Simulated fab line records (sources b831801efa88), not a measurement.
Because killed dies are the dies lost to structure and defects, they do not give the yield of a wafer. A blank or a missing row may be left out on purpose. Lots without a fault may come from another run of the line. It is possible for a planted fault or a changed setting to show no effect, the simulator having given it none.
The same fault as seen by 2 desks -- flow gf180mcu -- each desk has only its own numbers; what lay behind them comes last

== THE TOOL OWNER'S DESK: hdpcvd-02 ==
The tool's own readings at GF_V2_CVD_00 (deposits SiO2, target thk 600 nm, time 100 s): means of the sampled wafers that have a number, for each lot that ran on this tool. The brackets show how far a lot's mean lies from the usual mean; more than 4 standard deviations puts the lot out of limits, marked OUT.
Columns: A = sih4 flow sccm at GF_V2_CVD_00, usual 59.98 sccm
lot,first seen here,A
L936,day 20 06:31,59.88
L938,day 21 00:32,59.99
L941,day 22 06:33,59.85
L942,day 23 04:13,59.76
L944,day 23 15:49,60.00
L948,day 24 21:37,55.88 (-26) OUT
Finding of this desk: L948 out of limits; the first was L948 at day 24 21:37, on sih4 flow sccm at GF_V2_CVD_00. Within limits: L936, L938, L941, L942, L944.

== THE METROLOGY DESK ==
Lot by lot, what the gauges showed, no matter which tool ran the lot: averages of those sampled wafers that carry a number. The brackets show how far a lot's mean lies from the usual mean; more than 4 standard deviations puts the lot out of limits, marked OUT.
Columns: A = V2_CVD_00_THK at GF_V2_THK_MEAS_01, usual 603 nm
lot,first seen here,A
L934,day 19 12:16,603
L935,day 19 21:07,603
L936,day 20 06:37,593
L937,day 20 14:44,604
L938,day 21 00:36,597
L939,day 21 13:29,597
L940,day 21 23:14,601
L941,day 22 06:38,605
L942,day 23 04:17,604
L944,day 23 15:56,604
L948,day 24 21:41,561 (-6.6) OUT
L953,day 26 03:44,605
This desk's result: L948 out of limits, first on L948 (V2_CVD_00_THK at GF_V2_THK_MEAS_01), day 24 21:41. Within limits: L934, L935, L936, L937, L938, L939, L940, L941, L942, L944, L953.

== PUT TOGETHER ==
The tool owner's desk had the chance to raise an alarm at day 24 21:37 on L948.
Metrology desk: alarm possible at day 24 21:41 on L948.
On hdpcvd-02, each named lot ran GF_V2_CVD_00.

== WHAT THE SIMULATOR HAD INSERTED ==
hdpcvd-02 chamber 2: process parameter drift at GF_V2_CVD_00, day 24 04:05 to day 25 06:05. Setting sih4 flow sccm, moved by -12, from 60. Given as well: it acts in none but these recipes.
Lots struck among those shown: L948.
Counting hours from when the fault started, the first reading out of limits came at 18 for the tool owner's desk and at 18 for the metrology desk.
